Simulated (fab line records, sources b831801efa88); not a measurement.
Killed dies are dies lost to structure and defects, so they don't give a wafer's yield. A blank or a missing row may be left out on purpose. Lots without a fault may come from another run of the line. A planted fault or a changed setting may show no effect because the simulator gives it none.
Chamber matching | flow sky130 | SKY_VIA2_CMP_24 on cmp-01: 4 sister chambers
The step polishes, stops on SiO2, t overpolish 20 s, target thk 0 nm. 8 wafers are shown with their chamber, then 7 later ones without.

WAFERS WITH THEIR CHAMBER
wafer  | chamber | motor_current_A (A) | time_to_endpoint_s (s)
L586.3 | 0       | 11.7                | 104
L592.1 | 3       | 10.9                | 105
L592.6 | 1       | 11.5                | 97
L593.3 | 0       | 11.5                | 107
L593.5 | 2       | 11.1                | 109
L593.6 | 1       | 11.8                | 98
L597.1 | 2       | 11.0                | 101
L597.2 | 3       | 10.7                | 109

WAFERS WITHOUT THEIR CHAMBER
wafer  | motor_current_A (A) | time_to_endpoint_s (s)
L597.5 | 11.5                | 97
L600.1 | 11.1                | 104
L600.4 | 11.6                | 101
L600.6 | 10.5                | 103
L604.3 | 11.7                | 100
L604.4 | 11.8                | 96
L604.5 | 11.3                | 108

WHICH CHAMBER EACH WENT THROUGH
wafer  | from the rows above          | in truth
L597.5 | can't be placed: 1 or 0      | 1
L600.1 | can't be placed: 2 or 3      | 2
L600.4 | can't be placed: 1 or 0      | 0
L600.6 | can't be placed: 3 or 2      | 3
L604.3 | can't be placed: 1 or 0      | 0
L604.4 | 1                            | 1
L604.5 | can't be placed: 2 or 0 or 3 | 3
Placed correctly: 1 of 7. Can't be placed from these rows: 6 (the true chamber is among the candidates in 6). Placed wrongly: 0.
How it was worked out, from the rows above alone: a wafer's distance from a chamber is the root of the sum, over the readings, of the square of ((its reading less the chamber's mean) divided by the reading's scatter). The wafer belongs to the nearest chamber; if the next one is less than 2 further off, it can't be placed. A chamber's mean is the mean of its shown wafers. The scatter: the root of (the sum of the squares of (reading less its chamber's mean) over the shown wafers, divided by (wafers less chambers)).
